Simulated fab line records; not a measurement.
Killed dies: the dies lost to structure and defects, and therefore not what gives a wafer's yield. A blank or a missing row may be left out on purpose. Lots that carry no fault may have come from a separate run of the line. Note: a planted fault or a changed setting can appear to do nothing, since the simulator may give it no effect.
fab line records | flow gf180mcu
[record] lots = 14 | wafers = 42 | last-day = 34
route steps=602 shown V2@384
lots that met no fault: from a run of the same line without faults
start-h: hours from the record's opening day to when the first of the lot's shown wafers began | wait-h: time in hours since the lot's previous step | " as in the row above | L1.1+2: a single row standing in for several wafers | - no value, or no start given | * or withheld: withheld | < > ~ a bound
route shown NAME@n: names a module that has steps shown in the file, with the first one's number in the route | usual: the fault-free wafers' mean and standard deviation | same: alike in all rows | chamber/n: place in a boat | sites: the reading at each site | _std_site: the standard deviation of these | _edge_site: the outer-site mean with the inner-site mean subtracted | radius-mm: how far each site lies from the wafer's centre | mask NAME#n: copy n | behind: tool/chamber where the wafer was last shaped | hold: why the lot went on hold/how many hours it stayed there/how the hold came to an end | device: transistor that didn't switch, given as n, p or np | end of line: tests run on the same wafers once the route is complete | for a step that has no rows: nothing shown but its recipe | killed: not the wafer's yield, but the dies lost to structure and defects at the first sort | map: a wafer's dies, marking killed ones x, the rest . and places with no die _
set.NAME: the setting the step ran with; set.NAME@STEP: the setting that earlier step ran with | model.NAME: the simulator's own value behind a step, which no gauge read
the route's steps for a sample of lots (tables are steps, rows are wafers)
services: a tool's chamber out of use, with start hour (start-h, from the record's first day; less than 0 if before it), hours out, and reason
[[steps]]
[step GF_V2_CVD_02]
[recipe] material = SiO2 | target-thk-nm = 850 | precursor = TEOS | temp-c = 400 | time-s = 94.851 | rf-w = 600
[usual] heater-power-w = 746/89
lot.wafer | tool     | chamber | start-h | wait-h | heater-power-w
L742.1    | pecvd-01 | 0       | 447.14  | 0.1    | 800
L742.5    | "        | 1       | "       | "      | 774
L742.6    | "        | 0       | "       | "      | 650
L743.1    | pecvd-04 | 2       | 448.09  | 0.1    | 741
L743.5    | "        | 0       | "       | "      | 795
L743.6    | "        | 1       | "       | "      | 723
L745.2    | pecvd-01 | 1       | 474.26  | 0.0    | 951
L745.3    | "        | 2       | "       | "      | 688
L745.6    | "        | 2       | "       | "      | 572
L746.3    | pecvd-04 | 0       | 480.69  | 0.0    | 744
L746.5    | "        | 0       | "       | "      | 786
L746.6    | "        | 2       | "       | "      | 687
L747.1    | pecvd-01 | 2       | 482.03  | 0.1    | 672
L747.3    | "        | 1       | "       | "      | 878
L747.4    | "        | 0       | "       | "      | 640
L748.1    | pecvd-03 | 2       | 495.31  | 0.1    | 785
L748.3    | "        | 1       | "       | "      | 805
L748.4    | "        | 0       | "       | "      | 722
L749.1    | pecvd-04 | 2       | 503.51  | 0.1    | 632
L749.3    | "        | 0       | "       | "      | 820
L749.6    | "        | 0       | "       | "      | 640
L751.2    | pecvd-04 | 0       | 518.38  | 0.0    | 725
L751.3    | "        | 2       | "       | "      | 582
L751.4    | "        | 2       | "       | "      | 650
L753.1    | pecvd-03 | 2       | 538.49  | 0.1    | 721
L753.4    | "        | 0       | "       | "      | 707
L753.5    | "        | 1       | "       | "      | 662
L754.1    | pecvd-04 | 0       | 542.56  | 0.1    | 721
L754.3    | "        | 2       | "       | "      | 748
L754.6    | "        | 1       | "       | "      | 730
L757.3    | pecvd-03 | 0       | 565.86  | 0.0    | 674
L757.4    | "        | 0       | "       | "      | 736
L757.5    | "        | 1       | "       | "      | 672
L759.1    | pecvd-01 | 2       | 584.36  | 0.1    | 628
L759.5    | "        | 1       | "       | "      | 930
L759.6    | "        | 0       | "       | "      | 760
L762.1    | pecvd-01 | 2       | 604.41  | 0.1    | 686
L762.4    | "        | 1       | "       | "      | 913
L762.6    | "        | 0       | "       | "      | 788
L764.1    | pecvd-04 | 1       | 617.87  | 0.1    | 842
L764.2    | "        | 0       | "       | "      | 726
L764.3    | "        | 2       | "       | "      | 711
[step GF_V2_THK_MEAS_03]
[recipe] reads = SiO2_of_V2_CVD_02
[usual] V2_CVD_02_THK = 856/13
lot.wafer | tool          | chamber | start-h | wait-h | V2_CVD_02_THK[nm]
L742.1    | film-metro-04 | -       | 447.21  | 0.0    | 832
L742.5    | "             | -       | "       | "      | 863
L742.6    | "             | -       | "       | "      | 855
L743.1    | film-metro-04 | -       | 448.16  | 0.0    | 839
L743.5    | "             | -       | "       | "      | 859
L743.6    | "             | -       | "       | "      | 854
L745.2    | film-metro-04 | -       | 474.34  | 0.0    | 855
L745.3    | "             | -       | "       | "      | 843
L745.6    | "             | -       | "       | "      | 857
L746.3    | film-metro-04 | -       | 480.77  | 0.1    | 855
L746.5    | "             | -       | "       | "      | 872
L746.6    | "             | -       | "       | "      | 849
L747.1    | film-metro-03 | -       | 482.10  | 0.0    | 856
L747.3    | "             | -       | "       | "      | 849
L747.4    | "             | -       | "       | "      | 836
L748.1    | film-metro-02 | -       | 495.38  | 0.0    | 837
L748.3    | "             | -       | "       | "      | 856
L748.4    | "             | -       | "       | "      | 861
L749.1    | film-metro-03 | -       | 503.58  | 0.0    | 851
L749.3    | "             | -       | "       | "      | 875
L749.6    | "             | -       | "       | "      | 894
L751.2    | film-metro-04 | -       | 518.46  | 0.0    | 871
L751.3    | "             | -       | "       | "      | 846
L751.4    | "             | -       | "       | "      | 857
L753.1    | film-metro-02 | -       | 538.56  | 0.0    | 847
L753.4    | "             | -       | "       | "      | 297
L753.5    | "             | -       | "       | "      | 304
L754.1    | film-metro-04 | -       | 542.63  | 0.0    | 867
L754.3    | "             | -       | "       | "      | 852
L754.6    | "             | -       | "       | "      | 869
L757.3    | film-metro-04 | -       | 565.95  | 0.1    | 853
L757.4    | "             | -       | "       | "      | 300
L757.5    | "             | -       | "       | "      | 317
L759.1    | film-metro-04 | -       | 584.43  | 0.0    | 857
L759.5    | "             | -       | "       | "      | 874
L759.6    | "             | -       | "       | "      | 851
L762.1    | film-metro-03 | -       | 604.48  | 0.0    | 853
L762.4    | "             | -       | "       | "      | 874
L762.6    | "             | -       | "       | "      | 844
L764.1    | film-metro-03 | -       | 617.94  | 0.0    | 820
L764.2    | "             | -       | "       | "      | 861
L764.3    | "             | -       | "       | "      | 843
[step GF_V2_CD_MEAS_14]
[recipe] target-cd-nm = 260
[usual] cd-nm = 259.9/1.2
lot.wafer | tool      | chamber | start-h | wait-h | cd-nm
L742.1    | cd-sem-02 | -       | 471.48  | 0.1    | 260.7
L742.5    | "         | -       | "       | "      | 259.1
L742.6    | "         | -       | "       | "      | 259.4
L743.1    | cd-sem-02 | -       | 472.83  | 0.1    | 259.4
L743.5    | "         | -       | "       | "      | 258.4
L743.6    | "         | -       | "       | "      | 258.3
L745.2    | cd-sem-01 | -       | 498.78  | 0.1    | 260.1
L745.3    | "         | -       | "       | "      | 260.4
L745.6    | "         | -       | "       | "      | 259.2
L746.3    | cd-sem-01 | -       | 504.37  | 0.1    | 258.3
L746.5    | "         | -       | "       | "      | 260.8
L746.6    | "         | -       | "       | "      | 259.0
L747.1    | cd-sem-02 | -       | 504.98  | 0.1    | 259.7
L747.3    | "         | -       | "       | "      | 259.4
L747.4    | "         | -       | "       | "      | 259.8
L748.1    | cd-sem-02 | -       | 519.53  | 0.1    | 261.7
L748.3    | "         | -       | "       | "      | 261.6
L748.4    | "         | -       | "       | "      | 262.2
L749.1    | cd-sem-01 | -       | 526.78  | 0.1    | 261.6
L749.3    | "         | -       | "       | "      | 261.3
L749.6    | "         | -       | "       | "      | 261.4
L751.2    | cd-sem-01 | -       | 541.28  | 0.1    | 260.9
L751.3    | "         | -       | "       | "      | 260.7
L751.4    | "         | -       | "       | "      | 260.6
L753.1    | cd-sem-01 | -       | 561.03  | 0.1    | 260.8
L753.4    | "         | -       | "       | "      | 261.0
L753.5    | "         | -       | "       | "      | 260.2
L754.1    | cd-sem-02 | -       | 565.43  | 0.1    | 259.1
L754.3    | "         | -       | "       | "      | 260.2
L754.6    | "         | -       | "       | "      | 258.9
L757.3    | cd-sem-02 | -       | 587.67  | 0.1    | 259.8
L757.4    | "         | -       | "       | "      | 258.0
L757.5    | "         | -       | "       | "      | 258.7
L759.1    | cd-sem-02 | -       | 606.06  | 0.1    | 259.2
L759.5    | "         | -       | "       | "      | 259.5
L759.6    | "         | -       | "       | "      | 261.5
L762.1    | cd-sem-01 | -       | 625.71  | 0.1    | 258.9
L762.4    | "         | -       | "       | "      | 259.8
L762.6    | "         | -       | "       | "      | 258.8
L764.1    | cd-sem-02 | -       | 639.11  | 0.1    | 259.9
L764.2    | "         | -       | "       | "      | 257.7
L764.3    | "         | -       | "       | "      | 258.8
[step GF_V2_ETCH_16]
[recipe] chemistry = N2/H2 | target-depth-a = withheld | overetch-a = withheld | time-s = withheld | target = BARC | ion-energy-ev = 200 | source-w = 500 | bias-w = 100 | pressure-mtorr = 30 | n2-flow-sccm = 100 | h2-flow-sccm = 200
[usual] drypump-motor-current-A = 5.78/0.25 | oes-product-au = 0.855/0.0044 | throttle-valve-pct = 13.226/0.0093
lot.wafer | tool        | chamber | start-h | wait-h | drypump-motor-current-A | oes-product-au | throttle-valve-pct
L742.1    | rie-diel-01 | 1       | 471.64  | 0.0    | 6.05                    | 0.856          | 13.233
L742.5    | "           | 1       | "       | "      | 6.05                    | 0.857          | 13.234
L742.6    | "           | 2       | "       | "      | 6.06                    | 0.859          | 13.223
L743.1    | rie-diel-04 | 1       | 472.98  | 0.0    | 5.03                    | 0.848          | 13.215
L743.5    | "           | 2       | "       | "      | 5.64                    | 0.851          | 13.240
L743.6    | "           | 3       | "       | "      | 5.69                    | 0.849          | 13.216
L745.2    | rie-diel-01 | 0       | 498.91  | 0.0    | 5.75                    | 0.855          | 13.217
L745.3    | "           | 1       | "       | "      | 6.06                    | 0.862          | 13.214
L745.6    | "           | 1       | "       | "      | 6.03                    | 0.850          | 13.214
L746.3    | rie-diel-04 | 3       | 504.48  | 0.0    | 5.69                    | 0.858          | 13.228
L746.5    | "           | 3       | "       | "      | 5.70                    | 0.853          | 13.222
L746.6    | "           | 2       | "       | "      | 5.63                    | 0.860          | 13.233
L747.1    | rie-diel-01 | 1       | 505.13  | 0.0    | 6.07                    | 0.856          | 13.236
L747.3    | "           | 0       | "       | "      | 5.72                    | 0.861          | 13.224
L747.4    | "           | 2       | "       | "      | 6.03                    | 0.854          | 13.213
L748.1    | rie-diel-03 | 3       | 519.69  | 0.0    | 5.77                    | 0.855          | 13.229
L748.3    | "           | 2       | "       | "      | 5.27                    | 0.860          | 13.236
L748.4    | "           | 1       | "       | "      | 5.96                    | 0.851          | 13.212
L749.1    | rie-diel-04 | 3       | 526.94  | 0.0    | 5.70                    | 0.863          | 13.223
L749.3    | "           | 2       | "       | "      | 5.65                    | 0.853          | 13.243
L749.6    | "           | 0       | "       | "      | 5.68                    | 0.855          | 13.220
L751.2    | rie-diel-01 | 0       | 541.41  | 0.0    | 5.77                    | 0.861          | 13.218
L751.3    | "           | 3       | "       | "      | 5.72                    | 0.848          | 13.235
L751.4    | "           | 2       | "       | "      | 6.03                    | 0.852          | 13.237
L753.1    | rie-diel-01 | 3       | 561.18  | 0.0    | 5.71                    | 0.860          | 13.237
L753.4    | "           | 0       | "       | "      | 5.76                    | 0.851          | 13.225
L753.5    | "           | 1       | "       | "      | 6.08                    | 0.858          | 13.224
L754.1    | rie-diel-04 | 3       | 565.58  | 0.0    | 5.72                    | 0.853          | 13.243
L754.3    | "           | 2       | "       | "      | 5.68                    | 0.851          | 13.217
L754.6    | "           | 2       | "       | "      | 5.63                    | 0.851          | 13.218
L757.3    | rie-diel-01 | 3       | 587.79  | 0.0    | 5.70                    | 0.846          | 13.196
L757.4    | "           | 1       | "       | "      | 6.06                    | 0.859          | 13.222
L757.5    | "           | 3       | "       | "      | 5.72                    | 0.857          | 13.234
L759.1    | rie-diel-01 | 1       | 606.21  | 0.0    | 6.09                    | 0.847          | 13.214
L759.5    | "           | 3       | "       | "      | 5.71                    | 0.851          | 13.236
L759.6    | "           | 2       | "       | "      | 6.03                    | 0.861          | 13.221
L762.1    | rie-diel-03 | 1       | 625.86  | 0.0    | 5.94                    | 0.858          | 13.243
L762.4    | "           | 1       | "       | "      | 5.96                    | 0.854          | 13.227
L762.6    | "           | 3       | "       | "      | 5.80                    | 0.858          | 13.219
L764.1    | rie-diel-01 | 0       | 639.26  | 0.0    | 5.77                    | 0.852          | 13.228
L764.2    | "           | 2       | "       | "      | 6.03                    | 0.850          | 13.240
L764.3    | "           | 3       | "       | "      | 5.71                    | 0.854          | 13.221
[step GF_V2_ETCH_17]
[recipe] chemistry = C4F8/O2/Ar | mask-material = KrF | target = SiO2 | stop-on = TiN | source-w = 1500 | bias-w = 1200 | pressure-mtorr = 40 | c4f8-flow-sccm = withheld | O2_flow_sccm = 6 | Ar_flow_sccm = 300 | time-s = withheld | target-depth-a = 6300
[usual] oes-product-au = 0.855/0.0044
lot.wafer | tool        | chamber | start-h | wait-h | oes-product-au
L742.1    | rie-diel-01 | 1       | -       | -      | 0.855
L742.5    | "           | 1       | "       | "      | 0.858
L742.6    | "           | 2       | "       | "      | 0.853
L743.1    | rie-diel-04 | 1       | -       | -      | 0.860
L743.5    | "           | 2       | "       | "      | 0.859
L743.6    | "           | 3       | "       | "      | 0.858
L745.2    | rie-diel-01 | 0       | -       | -      | 0.847
L745.3    | "           | 1       | "       | "      | 0.859
L745.6    | "           | 1       | "       | "      | 0.856
L746.3    | rie-diel-04 | 3       | -       | -      | 0.856
L746.5    | "           | 3       | "       | "      | 0.856
L746.6    | "           | 2       | "       | "      | 0.849
L747.1    | rie-diel-01 | 1       | -       | -      | 0.846
L747.3    | "           | 0       | "       | "      | 0.855
L747.4    | "           | 2       | "       | "      | 0.856
L748.1    | rie-diel-03 | 3       | -       | -      | 0.855
L748.3    | "           | 2       | "       | "      | 0.855
L748.4    | "           | 1       | "       | "      | 0.866
L749.1    | rie-diel-04 | 3       | -       | -      | 0.857
L749.3    | "           | 2       | "       | "      | 0.863
L749.6    | "           | 0       | "       | "      | 0.858
L751.2    | rie-diel-01 | 0       | -       | -      | 0.856
L751.3    | "           | 3       | "       | "      | 0.858
L751.4    | "           | 2       | "       | "      | 0.855
L753.1    | rie-diel-01 | 3       | -       | -      | 0.844
L753.4    | "           | 0       | "       | "      | 0.596
L753.5    | "           | 1       | "       | "      | 0.610
L754.1    | rie-diel-04 | 3       | -       | -      | 0.860
L754.3    | "           | 2       | "       | "      | 0.852
L754.6    | "           | 2       | "       | "      | 0.852
L757.3    | rie-diel-01 | 3       | -       | -      | 0.849
L757.4    | "           | 1       | "       | "      | 0.607
L757.5    | "           | 3       | "       | "      | 0.611
L759.1    | rie-diel-01 | 1       | -       | -      | 0.851
L759.5    | "           | 3       | "       | "      | 0.861
L759.6    | "           | 2       | "       | "      | 0.860
L762.1    | rie-diel-03 | 1       | -       | -      | 0.857
L762.4    | "           | 1       | "       | "      | 0.850
L762.6    | "           | 3       | "       | "      | 0.860
L764.1    | rie-diel-01 | 0       | -       | -      | 0.854
L764.2    | "           | 2       | "       | "      | 0.855
L764.3    | "           | 3       | "       | "      | 0.858
[step GF_V2_STRIP_18]
[recipe] chemistry = O2/N2 | power-w = 1400 | pressure-mtorr = 1500 | platen-temp-c = 250 | o2-flow-sccm = 3000 | n2-flow-sccm = 300 | overash-fraction = 0.5
[usual] drypump-motor-current-A = 5.8/0.41 | heater-power-w = 337/32 | oes-product-au = 0.594/0.0054
lot.wafer | tool            | chamber | start-h | wait-h | drypump-motor-current-A | heater-power-w | oes-product-au | rf-hours-counter-h
L742.1    | plasma-asher-03 | 0       | 471.77  | -      | 5.6                     | 339            | 0.580          | 5
L742.5    | "               | 0       | "       | "      | 5.6                     | 342            | 0.585          | -
L742.6    | "               | 1       | "       | "      | 5.5                     | 385            | 0.590          | -
L743.1    | plasma-asher-01 | 0       | 473.11  | -      | 5.8                     | 331            | 0.603          | 80
L743.5    | "               | 0       | "       | "      | 5.8                     | 328            | 0.593          | -
L743.6    | "               | 1       | "       | "      | 6.4                     | 284            | 0.595          | -
L745.2    | plasma-asher-01 | 1       | 499.04  | -      | 6.4                     | 278            | 0.599          | 84
L745.3    | "               | 1       | "       | "      | 6.4                     | 291            | 0.591          | -
L745.6    | "               | 0       | "       | "      | 5.8                     | 320            | 0.593          | -
L746.3    | plasma-asher-01 | 1       | 504.64  | -      | 6.4                     | 295            | 0.592          | -
L746.5    | "               | 0       | "       | "      | 5.8                     | 331            | 0.591          | -
L746.6    | "               | 1       | "       | "      | 6.4                     | 273            | 0.593          | -
L747.1    | plasma-asher-01 | 0       | 505.26  | -      | 5.8                     | 329            | 0.587          | 84
L747.3    | "               | 0       | "       | "      | 5.8                     | 333            | 0.583          | -
L747.4    | "               | 1       | "       | "      | 6.4                     | 282            | 0.594          | -
L748.1    | plasma-asher-01 | 0       | 519.82  | -      | 5.8                     | 332            | 0.594          | 86
L748.3    | "               | 1       | "       | "      | 6.4                     | 284            | 0.594          | -
L748.4    | "               | 0       | "       | "      | 5.8                     | 318            | 0.600          | -
L749.1    | plasma-asher-01 | 0       | 527.07  | -      | 5.8                     | 328            | 0.600          | 87
L749.3    | "               | 0       | "       | "      | 5.7                     | 324            | 0.589          | -
L749.6    | "               | 0       | "       | "      | 5.8                     | 332            | 0.592          | -
L751.2    | plasma-asher-02 | 0       | 541.54  | -      | 5.9                     | 363            | 0.581          | 81
L751.3    | "               | 1       | "       | "      | 5.2                     | 351            | 0.589          | -
L751.4    | "               | 0       | "       | "      | 6.0                     | 369            | 0.585          | -
L753.1    | plasma-asher-02 | 1       | 561.31  | -      | 5.2                     | 361            | 0.591          | 84
L753.4    | "               | 1       | "       | "      | 5.2                     | 358            | 0.596          | -
L753.5    | "               | 0       | "       | "      | 6.0                     | 364            | 0.587          | -
L754.1    | plasma-asher-02 | 1       | 565.71  | -      | 5.2                     | 367            | 0.590          | 84
L754.3    | "               | 1       | "       | "      | 5.2                     | 363            | 0.593          | -
L754.6    | "               | 1       | "       | "      | 5.2                     | 362            | 0.592          | -
L757.3    | plasma-asher-02 | 0       | 587.95  | -      | 6.0                     | 370            | 0.596          | -
L757.4    | "               | 1       | "       | "      | 5.2                     | 367            | 0.585          | -
L757.5    | "               | 0       | "       | "      | 6.0                     | 371            | 0.597          | -
L759.1    | plasma-asher-01 | 0       | 606.34  | -      | 5.8                     | 326            | 0.591          | 98
L759.5    | "               | 1       | "       | "      | 6.4                     | 292            | 0.593          | -
L759.6    | "               | 0       | "       | "      | 5.8                     | 331            | 0.588          | -
L762.1    | plasma-asher-02 | 1       | 625.99  | -      | 5.2                     | 361            | 0.590          | 92
L762.4    | "               | 0       | "       | "      | 6.0                     | 362            | 0.599          | -
L762.6    | "               | 0       | "       | "      | 6.0                     | 356            | 0.591          | -
L764.1    | plasma-asher-01 | 0       | 639.39  | -      | 5.8                     | 328            | 0.593          | 101
L764.2    | "               | 1       | "       | "      | 6.4                     | 289            | 0.583          | 101
L764.3    | "               | 0       | "       | "      | 5.8                     | 334            | 0.607          | -
[[services]]
tool            | chamber | start-h | hours | kind
pecvd-04        | 0       | 436.03  | 3.8   | repair
plasma-asher-01 | -       | 447.24  | 14.6  | pm
plasma-asher-02 | -       | 464.60  | 1.2   | repair
rie-diel-03     | -       | 469.79  | 1.4   | repair
pecvd-04        | 2       | 482.26  | 4.5   | repair
rie-diel-04     | 0       | 483.45  | 9.7   | repair
plasma-asher-03 | -       | 489.20  | 99.1  | repair
rie-diel-01     | -       | 489.87  | 2.8   | pm
pecvd-01        | -       | 509.16  | 0.4   | repair
pecvd-04        | -       | 512.85  | 0.8   | repair
rie-diel-04     | 1       | 514.77  | -     | clean
rie-diel-04     | 1       | 514.77  | 25.7  | scheduled-down
rie-diel-04     | 1       | 514.77  | 25.7  | vent-cycle
pecvd-04        | -       | 516.35  | 1.5   | repair
rie-diel-01     | 1       | 520.71  | 33.1  | repair
plasma-asher-02 | -       | 552.52  | 3.0   | repair
rie-diel-04     | 0       | 568.01  | 1.7   | repair
rie-diel-03     | -       | 583.64  | 14.6  | pm
plasma-asher-03 | -       | 584.16  | 1.4   | repair
pecvd-04        | -       | 591.12  | 14.0  | pm
pecvd-04        | 0       | 591.12  | 14.0  | vent-cycle
pecvd-04        | 1       | 591.12  | 14.0  | vent-cycle
pecvd-04        | 2       | 591.12  | 14.0  | vent-cycle
pecvd-04        | 0       | 605.12  | -     | clean
[[key]]
[first-sign] step = GF_V2_THK_MEAS_03 | reading = V2_CVD_02_THK | direction = down | sigmas = 41 | usual = 856 | struck = 304
[effect] step = GF_V2_ETCH_17 | reading = oes-product-au | direction = down | sigmas = 56 | usual = 0.855 | struck = 0.606
met-at GF_V2_CVD_02
struck-lots L753,L757
struck-wafers L753.4,L753.5,L757.4,L757.5
sort-left-out L753.4,L753.5,L757.4,L757.5
not-acting-at GF_V2_CD_MEAS_14,GF_V2_ETCH_16,GF_V2_STRIP_18
onset-between 495.31 538.49
[fault] kind = process-parameter-drift | tool = pecvd-03 | chamber = - | onset-h = 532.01 | steps = GF_V2_CVD_02 | channel = target-thk-nm | offset = -558.06 | shape = step | end-h = 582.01 | scope = struck-wafers-only | acts-in = these-recipes-only | stated = 850
// sort-left-out: the simulated sort isn't trusted on such a fault, so these wafers' sort isn't shown, and their yield isn't known
